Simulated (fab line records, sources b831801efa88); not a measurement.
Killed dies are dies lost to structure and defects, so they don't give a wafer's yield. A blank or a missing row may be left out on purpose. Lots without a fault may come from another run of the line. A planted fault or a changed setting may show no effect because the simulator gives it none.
fab line records | flow sky130
record lots=6 wafers=18 last_day=50
route steps=708 shown LOCAL_INTERCONNECT@396 CONTACT@406 PAD_OPEN@708
lots that met no fault: from a run of the same line without faults
start_h: hours from the record's first day to the start of the lot's first wafer shown | wait_h: hours since the lot's step before | " the same as in the row above | L1.1+2: a row that stands for several wafers | - no value, or no start given | * or withheld: withheld | < > ~ a bound
route shown NAME@n: a module of which the file shows steps, and the number in the route of the first | usual: mean/standard deviation of fault-free wafers | same: alike in all rows | chamber/n: place in a boat | sites: the reading at each site | _std_site: their standard deviation | _edge_site: outer sites' mean less inner sites' | radius_mm: how far each site lies from the wafer's centre | mask NAME#n: copy n | behind: the tool/chamber that last shaped the wafer | hold: why the lot was held/for how many hours/how that ended | device: the transistor (n, p or np) that didn't switch | end of line: the same wafers' tests at the end of the route | a step without rows: its recipe alone | killed: dies lost to structure and defects at the first sort, not the wafer's yield | map: a wafer's dies, x killed, . not, _ none there
set.NAME: the setting as run; set.NAME@STEP: as run at that earlier step | model.NAME: the simulator's own value behind a step, which no gauge read
lots at some steps of the route; a table a step, a row a wafer
services: from which hour (start_h, from the record's first day; less than 0 if before it) a tool's chamber was out of use, for how many hours, and why
## steps
# step SKY_LOCAL_INTERCONNECT_PEB_09
# recipe peb_temp_c=withheld peb_time_s=withheld resist=KrF-thick
# step SKY_LOCAL_INTERCONNECT_DEVELOP_10
# recipe develop_time_s=60 resist=KrF-thick dev_temp_c=21
# step SKY_LOCAL_INTERCONNECT_CD_MEAS_11
# recipe target_cd_nm=170
# usual cd_nm=170.0/1.8
# columns lot.wafer tool chamber start_h wait_h cd_nm
L736.1 cd_sem-02 - 759.88 - 172.2
L736.2 " - " " 172.7
L736.4 " - " " 172.3
L740.2 cd_sem-02 - 799.69 - 171.9
L740.5 " - " " 171.5
L740.6 " - " " 171.1
L741.2 cd_sem-02 - 801.60 - 168.7
L741.4 " - " " 169.8
L741.5 " - " " 169.6
L743.2 cd_sem-01 - 816.44 - 169.8
L743.5 " - " " 168.7
L743.6 " - " " 169.1
L751.1 cd_sem-01 - 872.02 - 169.2
L751.3 " - " " 170.8
L751.5 " - " " 169.7
L752.1 cd_sem-01 - 877.97 - 167.1
L752.3 " - " " 167.9
L752.6 " - " " 168.6
# step SKY_LOCAL_INTERCONNECT_OVL_MEAS_12
# usual LOCAL_INTERCONNECT_OVL=-2/4.8
# columns lot.wafer tool chamber start_h wait_h LOCAL_INTERCONNECT_OVL[nm]
L736.1 overlay-02 - 760.00 0.1 2
L736.2 " - " " 3
L736.4 " - " " 1
L740.2 overlay-02 - 799.80 0.1 2
L740.5 " - " " 1
L740.6 " - " " -4
L741.2 overlay-02 - 801.70 0.1 3
L741.4 " - " " 0
L741.5 " - " " -1
L743.2 overlay-01 - 816.55 0.1 -2
L743.5 " - " " -5
L743.6 " - " " -6
L751.1 overlay-01 - 872.14 0.1 1
L751.3 " - " " -1
L751.5 " - " " -3
L752.1 overlay-01 - 878.09 0.1 -1
L752.3 " - " " -2
L752.6 " - " " 0
# step SKY_LOCAL_INTERCONNECT_ETCH_13
# recipe chemistry=N2/H2 target=BARC ion_energy_ev=200 bias_w=100 pressure_mtorr=30 n2_flow_sccm=100 h2_flow_sccm=200 icp_w=500 stop_on=SiO2 time_s=45.9 target_depth_a=600
# usual chamber_pressure_mTorr=30.00/0.037 drypump_motor_current_A=5.7/0.53 oes_product_au=0.854/0.0046 throttle_valve_pct=13.225/0.0093
# columns lot.wafer tool chamber start_h wait_h chamber_pressure_mTorr drypump_motor_current_A oes_product_au rf_hours_counter_h throttle_valve_pct
L736.1 rie_metal-02 1 760.03 0.0 30.01 6.0 0.850 1 13.231
L736.2 " 0 " " 30.04 5.6 0.849 9 13.218
L736.4 " 0 " " 29.98 5.6 0.848 - 13.216
L740.2 rie_metal-03 1 799.83 0.0 30.00 6.7 0.857 15 13.207
L740.5 " 0 " " 29.99 5.7 0.852 - 13.213
L740.6 " 1 " " 30.02 6.7 0.849 - 13.228
L741.2 rie_metal-02 0 801.73 0.0 30.02 5.6 0.852 10 13.231
L741.4 " 1 " " 30.01 6.0 0.850 - 13.224
L741.5 " 1 " " 30.00 6.0 0.853 - 13.226
L743.2 rie_metal-04 0 816.58 0.0 29.95 5.1 0.852 6 13.236
L743.5 " 1 " " 29.99 5.2 0.858 - 13.217
L743.6 " 0 " " 30.02 5.0 0.853 - 13.220
L751.1 rie_metal-03 1 872.18 0.0 29.97 6.7 0.860 19 13.198
L751.3 " 1 " " 29.96 6.7 0.864 - 13.222
L751.5 " 1 " " 30.02 6.6 0.848 - 13.229
L752.1 rie_metal-04 0 878.13 0.0 29.92 5.1 0.855 8 13.233
L752.3 " 1 " " 30.07 5.3 0.855 - 13.213
L752.6 " 1 " " 29.98 5.3 0.855 - 13.222
# step SKY_LOCAL_INTERCONNECT_METAL_ETCH_14
# recipe target_depth_nm=110 stop_on=PSG chemistry=Cl2/BCl3 target=TiN resist_sidewall_deg=88 pressure_mtorr=10 icp_w=900 bias_w=48.5 Cl2_flow_sccm=60 bcl3_flow_sccm=30 time_s=31.4
# usual chamber_pressure_mTorr=10.000/0.0093 drypump_motor_current_A=5.7/0.53 oes_product_au=0.939/0.008 throttle_valve_pct=21.903/0.0099
# columns lot.wafer tool chamber start_h wait_h chamber_pressure_mTorr drypump_motor_current_A oes_product_au rf_hours_counter_h throttle_valve_pct
L736.1 rie_metal-02 1 760.10 0.0 9.995 6.0 0.942 1 21.880
L736.2 " 0 " " 9.996 5.6 0.948 9 21.892
L736.4 " 0 " " 10.000 5.6 0.939 - 21.893
L740.2 rie_metal-03 1 799.89 0.0 9.989 6.7 0.937 15 21.913
L740.5 " 0 " " 10.002 5.6 0.946 - 21.891
L740.6 " 1 " " 10.001 6.6 0.937 - 21.915
L741.2 rie_metal-02 0 801.80 0.0 9.993 5.6 0.942 10 21.896
L741.4 " 1 " " 9.994 6.0 0.934 - 21.903
L741.5 " 1 " " 9.998 5.9 0.935 - 21.899
L743.2 rie_metal-04 0 816.64 0.0 10.000 5.1 0.936 6 21.918
L743.5 " 1 " " 9.989 5.3 0.926 - 21.902
L743.6 " 0 " " 9.988 5.1 0.927 - 21.903
L751.1 rie_metal-03 1 872.24 0.0 10.020 6.6 0.948 19 21.911
L751.3 " 1 " " 9.996 6.6 0.953 - 21.907
L751.5 " 1 " " 10.000 6.6 0.948 - 21.889
L752.1 rie_metal-04 0 878.19 0.0 10.011 5.1 0.951 8 21.902
L752.3 " 1 " " 9.999 5.3 0.949 - 21.899
L752.6 " 1 " " 10.012 5.3 0.944 - 21.889
# step SKY_LOCAL_INTERCONNECT_STRIP_15
# recipe chemistry=O2/N2 power_w=1400 pressure_mtorr=1500 platen_temp_c=withheld o2_flow_sccm=3000 n2_flow_sccm=300 overash_fraction=0.5
# usual chamber_pressure_mTorr=1500.0/1.5 drypump_motor_current_A=5.7/0.34 oes_product_au=0.427/0.0047 strip_time_to_endpoint_s=4.721/0.016
# columns lot.wafer tool chamber start_h wait_h chamber_pressure_mTorr drypump_motor_current_A oes_product_au rf_hours_counter_h strip_time_to_endpoint_s
L736.1 plasma_asher-03 0 760.15 0.0 1498.7 4.9 0.427 93 4.723
L736.2 " 1 " " 1501.3 5.8 0.429 93 4.717
L736.4 " 1 " " 1499.4 5.8 0.432 - 4.712
L740.2 plasma_asher-02 1 799.94 0.0 1502.2 5.8 0.419 69 4.704
L740.5 " 1 " " 1501.9 5.8 0.418 - 4.700
L740.6 " 0 " " 1499.6 5.7 0.420 - 4.704
L741.2 plasma_asher-03 0 801.85 0.0 1498.2 4.9 0.419 97 4.730
L741.4 " 1 " " 1499.8 5.8 0.427 - 4.719
L741.5 " 0 " " 1499.5 4.9 0.431 - 4.719
L743.2 plasma_asher-02 1 816.69 0.0 1500.6 5.8 0.427 71 4.733
L743.5 " 0 " " 1499.0 5.7 0.423 - 4.695
L743.6 " 1 " " 1500.6 5.8 0.424 - 4.713
L751.1 plasma_asher-01 1 872.29 0.0 1499.6 6.0 0.428 13 4.708
L751.3 " 1 " " 1498.5 5.9 0.419 - 4.720
L751.5 " 0 " " 1498.3 5.9 0.425 - 4.701
L752.1 plasma_asher-02 0 878.24 0.0 1501.5 5.7 0.429 78 4.741
L752.3 " 1 " " 1498.8 5.8 0.433 - 4.699
L752.6 " 0 " " 1500.1 5.7 0.428 - 4.708
# step SKY_LOCAL_INTERCONNECT_STRIP_16
# recipe chemistry=post_etch_residue_remover time_s=1200 temp_c=72.5
# step SKY_LOCAL_INTERCONNECT_CLEAN_17
# recipe chemistry=IPA time_s=180 temp_c=25
# step SKY_LOCAL_INTERCONNECT_CLEAN_18
# recipe chemistry=O3/DIW dry=n2_spin
# step SKY_CONTACT_CVD_00
# recipe material=Si3N4 target_thk_nm=75 temp_c=400 time_s=withheld rf_w=450
# usual heater_power_w=677/99
# columns lot.wafer tool chamber start_h wait_h heater_power_w
L736.1 pecvd-04 0 760.74 0.0 742
L736.2 " 2 " " 591
L736.4 " 2 " " 585
L740.2 pecvd-03 0 800.57 0.0 598
L740.5 " 0 " " 610
L740.6 " 1 " " 552
L741.2 pecvd-04 0 802.44 0.0 735
L741.4 " 0 " " 774
L741.5 " 1 " " 551
L743.2 pecvd-03 0 817.28 0.0 522
L743.5 " 2 " " 749
L743.6 " 0 " " 524
L751.1 pecvd-04 0 872.89 0.0 732
L751.3 " 1 " " 608
L751.5 " 0 " " 758
L752.1 pecvd-01 1 878.84 0.0 667
L752.3 " 0 " " 802
L752.6 " 0 " " 808
# step SKY_CONTACT_THK_MEAS_01
# recipe reads=Si3N4_of_CONTACT_CVD_00
# usual CONTACT_CVD_00_THK=75.1/0.84
# columns lot.wafer tool chamber start_h wait_h CONTACT_CVD_00_THK[nm]
L736.1 film_metro-02 - 760.78 - 74.4
L736.2 " - " " 75.1
L736.4 " - " " 75.9
L740.2 film_metro-02 - 800.61 - 75.5
L740.5 " - " " 75.9
L740.6 " - " " 75.3
L741.2 film_metro-03 - 802.48 - 74.0
L741.4 " - " " 74.4
L741.5 " - " " 76.4
L743.2 film_metro-02 - 817.33 - 75.8
L743.5 " - " " 76.1
L743.6 " - " " 76.1
L751.1 film_metro-01 - 872.92 - 73.4
L751.3 " - " " 73.6
L751.5 " - " " 74.9
L752.1 film_metro-01 - 878.87 - 74.5
L752.3 " - " " 74.4
L752.6 " - " " 75.4
# step SKY_CONTACT_HDPCVD_02
# recipe material=SiO2 target_thk_nm=565 sigma_open_frac=0.3 time_s=94.2 temp_c=600 sih4_flow_sccm=60 pressure_mtorr=6
# usual pressure_mtorr=6.002/0.013 run_length_s=121.9/0.45 sih4_flow_sccm=60.00/0.18
# columns lot.wafer tool chamber start_h wait_h pressure_mtorr run_length_s sih4_flow_sccm model.SiO2_of_CONTACT_HDPCVD_02.thk_nm
L736.1 hdpcvd-02 2 760.84 0.1 5.994 121.6 60.25 569.1
L736.2 " 0 " " 5.994 121.0 59.98 565.5
L736.4 " 2 " " 6.004 121.3 59.88 561.3
L740.2 hdpcvd-01 2 800.66 0.0 6.038 122.0 59.96 574.6
L740.5 " 1 " " 6.020 122.1 59.77 571.3
L740.6 " 0 " " 5.984 121.8 59.54 570.3
L741.2 hdpcvd-01 2 802.53 0.0 5.971 110.2 59.95 502.1
L741.4 " 0 " " 5.987 110.1 59.79 498.1
L741.5 " 2 " " 5.993 110.2 59.85 495.5
L743.2 hdpcvd-01 0 817.38 0.0 6.012 110.4 59.94 497.6
L743.5 " 0 " " 6.000 110.6 60.11 495.6
L743.6 " 2 " " 6.006 110.9 60.07 503.4
L751.1 hdpcvd-01 0 872.98 0.1 5.995 121.9 59.82 568.5
L751.3 " 2 " " 6.009 121.6 60.18 562.7
L751.5 " 1 " " 6.009 122.7 60.20 569.7
L752.1 hdpcvd-02 2 878.93 0.1 6.003 121.2 60.23 566.4
L752.3 " 0 " " 6.009 121.1 60.17 569.4
L752.6 " 0 " " 5.990 121.8 59.85 565.6
# step SKY_CONTACT_THK_MEAS_03
# recipe reads=SiO2_of_CONTACT_HDPCVD_02
# usual CONTACT_HDPCVD_THK=566/4.3
# columns lot.wafer tool chamber start_h wait_h hold CONTACT_HDPCVD_THK[nm]
L736.1 film_metro-01 - 760.94 0.1 - 569
L736.2 " - " " - 565
L736.4 " - " " - 562
L740.2 film_metro-01 - 800.74 0.0 - 574
L740.5 " - " " - 572
L740.6 " - " " - 571
L741.2 film_metro-02 - 802.61 0.0 await_dispo/0.2h/release 502
L741.4 " - " " await_dispo/0.2h/release 498
L741.5 " - " " await_dispo/0.2h/release 495
L741.2 film_metro-02 - 802.84 0.2 - 502
L741.4 " - " " - 497
L741.5 " - " " - 495
L743.2 film_metro-02 - 817.45 0.0 await_dispo/0.2h/release 498
L743.5 " - " " await_dispo/0.2h/release 496
L743.6 " - " " await_dispo/0.2h/release 504
L743.2 film_metro-02 - 817.78 0.3 - 497
L743.5 " - " " - 496
L743.6 " - " " - 503
L751.1 film_metro-02 - 873.05 0.0 - 569
L751.3 " - " " - 562
L751.5 " - " " - 569
L752.1 film_metro-02 - 879.00 0.0 - 566
L752.3 " - " " - 570
L752.6 " - " " - 565
# step SKY_CONTACT_CMP_04
# recipe material=SiO2 down_force_psi=4 platen_rpm=60 pad_velocity_m_s=0.94248
# usual head_pressure_psi=4.001/0.0081 motor_current_A=11.7/1.8 platen_rpm=60.00/0.04 time_to_endpoint_s=82/3
# columns lot.wafer tool chamber start_h wait_h hold head_pressure_psi motor_current_A platen_rpm time_to_endpoint_s
L736.4 cmp-01 0 761.00 0.0 - 4.011 9.5 60.02 77
L736.1 " 2 " " - 3.999 13.8 59.92 78
L736.2 " 3 " " - 4.006 9.5 59.98 83
L740.2 cmp-01 1 800.89 0.1 - 3.991 12.8 60.01 89
L740.6 " 3 " " - 4.008 9.0 60.02 88
L740.5 " 0 " " - 4.003 9.7 60.00 81
L741.4 cmp-02 3 804.71 1.8 await_dispo/1.8h/release 4.004 13.6 59.99 55
L741.2 " 2 " " await_dispo/1.8h/release 3.994 13.0 59.98 58
L741.5 " 0 " " await_dispo/1.8h/release 3.993 11.8 60.02 57
L743.2 cmp-01 1 821.14 3.3 await_dispo/3.3h/release 4.007 12.2 60.05 58
L743.5 " 0 " " await_dispo/3.3h/release 4.000 9.7 59.96 57
L743.6 " 1 " " await_dispo/3.3h/release 3.996 12.9 59.98 60
L751.1 cmp-01 0 873.11 0.1 - 3.988 9.6 60.07 84
L751.3 " 3 " " - 3.996 9.2 59.99 80
L751.5 " 1 " " - 4.004 12.8 59.93 86
L752.1 cmp-02 3 879.16 0.1 - 3.988 13.3 60.00 83
L752.3 " 0 " " - 3.990 11.5 60.03 83
L752.6 " 1 " " - 4.003 13.3 59.95 79
# step SKY_CONTACT_BOW_MEAS_05
# recipe mode=bow
# usual CONTACT_BOW=82/6.5
# columns lot.wafer tool chamber start_h wait_h CONTACT_BOW[um]
L736.1 film_metro-02 - 761.30 0.1 76
L736.2 " - " " 81
L736.4 " - " " 74
L740.2 film_metro-02 - 801.11 0.2 78
L740.5 " - " " 89
L740.6 " - " " 99
L741.2 film_metro-01 - 805.03 0.1 82
L741.4 " - " " 69
L741.5 " - " " 74
L743.2 film_metro-01 - 821.41 0.2 76
L743.5 " - " " 84
L743.6 " - " " 88
L751.1 film_metro-01 - 873.41 0.2 83
L751.3 " - " " 82
L751.5 " - " " 86
L752.1 film_metro-01 - 879.36 0.1 65
L752.3 " - " " 86
L752.6 " - " " 84
# step SKY_PAD_OPEN_PROBE_99
# usual killed_at_M0_to_M3=44/7.7 killed_at_M4_up=3.2/1.7 killed_at_contacts=24/5.3 killed_at_front_end=15/4.3 killed_at_other=0.3/0.57 killed_dies=87/11 killed_open=47/7.4 killed_short=40/6.5
# same gross_dies=492 killed_at_back_side=0
# columns lot.wafer tool chamber start_h wait_h killed_at_M0_to_M3 killed_at_M4_up killed_at_contacts killed_at_front_end killed_at_other killed_dies killed_open killed_short
L740.2 prober-01 - 1144.25 0.1 60 5 27 9 1 102 52 50
L740.5 prober-01 - 1144.40 0.2 54 1 17 15 1 88 45 43
L740.6 prober-01 - 1144.45 0.2 41 4 34 14 0 93 48 45
L741.2 prober-02 - 1145.85 0.1 35 2 25 15 0 77 45 32
L741.4 prober-02 - 1145.95 0.2 46 3 20 16 0 85 40 45
L741.5 prober-02 - 1146.00 0.2 47 4 23 17 0 91 39 52
# killed by level:class
L740.2 VIA1:geometric_particle:open=20 METAL1:geometric_particle:short=8 CONTACT:geometric_particle:open=7 VIA3:geometric_particle:short=6 VIA1:geometric_particle:short=6 VIA2:geometric_particle:open=6 LI_CONTACT:geometric_particle:short=5 LI_CONTACT:geometric_particle:open=5
L740.5 VIA1:geometric_particle:open=12 METAL1:geometric_particle:short=9 METAL2:geometric_particle:short=9 VIA2:geometric_particle:open=9 FIELD_ISO:geometric_particle:open=6 VIA3:geometric_particle:open=6 LI_CONTACT:geometric_particle:open=5 POLY_GATE:geometric_particle:short=4
L740.6 CONTACT:geometric_particle:open=18 VIA1:geometric_particle:open=8 LI_CONTACT:geometric_particle:open=6 METAL2:geometric_particle:short=6 METAL1:geometric_particle:short=6 VIA3:geometric_particle:short=5 FIELD_ISO:geometric_particle:short=4 POLY_GATE:geometric_particle:short=4
L741.2 VIA1:geometric_particle:open=10 CONTACT:geometric_particle:open=9 VIA3:geometric_particle:open=6 FIELD_ISO:geometric_particle:open=5 LI_CONTACT:geometric_particle:open=5 LOCAL_INTERCONNECT:geometric_particle:short=5 CONTACT:geometric_particle:short=5 VIA2:geometric_particle:open=5
L741.4 VIA1:geometric_particle:short=8 VIA2:geometric_particle:open=8 CONTACT:geometric_particle:open=6 VIA3:geometric_particle:open=6 VIA2:geometric_particle:short=5 LOCAL_INTERCONNECT:geometric_particle:short=5 METAL1:geometric_particle:short=5 VIA1:geometric_particle:open=5
L741.5 VIA1:geometric_particle:open=12 METAL2:geometric_particle:short=9 CONTACT:geometric_particle:open=8 METAL1:geometric_particle:short=6 VIA3:geometric_particle:short=6 FIELD_ISO:geometric_particle:short=4 LI_CONTACT:geometric_particle:short=4 LOCAL_INTERCONNECT:geometric_particle:short=4
## services
# columns tool chamber start_h hours kind
pecvd-01 1 739.42 14.4 repair
cmp-02 - 744.68 4.0 pm
hdpcvd-02 1 745.44 21.9 repair
rie_metal-04 - 745.58 15.6 pm
cmp-01 - 761.34 11.3 pm
rie_metal-04 - 764.22 0.3 repair
pecvd-01 - 772.96 1.4 repair
pecvd-01 - 791.01 3.4 repair
cmp-02 - 797.60 1.1 repair
pecvd-01 0 803.70 5.0 repair
rie_metal-02 - 807.01 0.8 repair
rie_metal-02 - 810.17 0.6 repair
plasma_asher-03 - 810.41 15.6 pm
cmp-02 - 820.43 0.6 repair
cmp-01 - 823.54 1.1 repair
hdpcvd-02 - 828.93 2.7 repair
rie_metal-03 0 829.77 - clean
pecvd-01 2 830.90 9.7 repair
cmp-02 - 832.52 1.5 repair
pecvd-01 1 833.12 4.9 repair
hdpcvd-02 0 833.88 19.9 repair
cmp-02 - 843.39 15.6 pm
cmp-01 - 859.08 4.2 pm
cmp-01 - 871.35 0.6 repair
## key
first_sign step=SKY_CONTACT_HDPCVD_02 reading=run_length_s direction=down sigmas=26 usual=* struck=*
effect step=SKY_CONTACT_THK_MEAS_03 reading=visit direction=added
effect step=SKY_CONTACT_THK_MEAS_03 reading=CONTACT_HDPCVD_THK direction=down sigmas=16 usual=566 struck=499
effect step=SKY_CONTACT_CMP_04 reading=time_to_endpoint_s direction=down sigmas=8 usual=* struck=*
model_effect step=SKY_CONTACT_HDPCVD_02 value=SiO2_of_CONTACT_HDPCVD_02.thk_nm without=567.4 struck=498.7
met_at SKY_CONTACT_HDPCVD_02
struck_wafers L741.2,L741.4,L741.5,L743.2,L743.5,L743.6
tester_left_out L741,L743
onset_between 800.66 802.53
fault kind=process_parameter_drift tool=hdpcvd-01 chamber=- onset_h=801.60 steps=SKY_CONTACT_HDPCVD_02 channel=time_s offset=* shape=step end_h=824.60 acts_in=* stated=*
# tester_left_out: of these lots the tester's yield and bins aren't shown, on N5 and GAA mostly nor the transistor test; their killed dies are dies lost to structure and defects alone, not to doping, threshold or leakage, so they don't give the yield
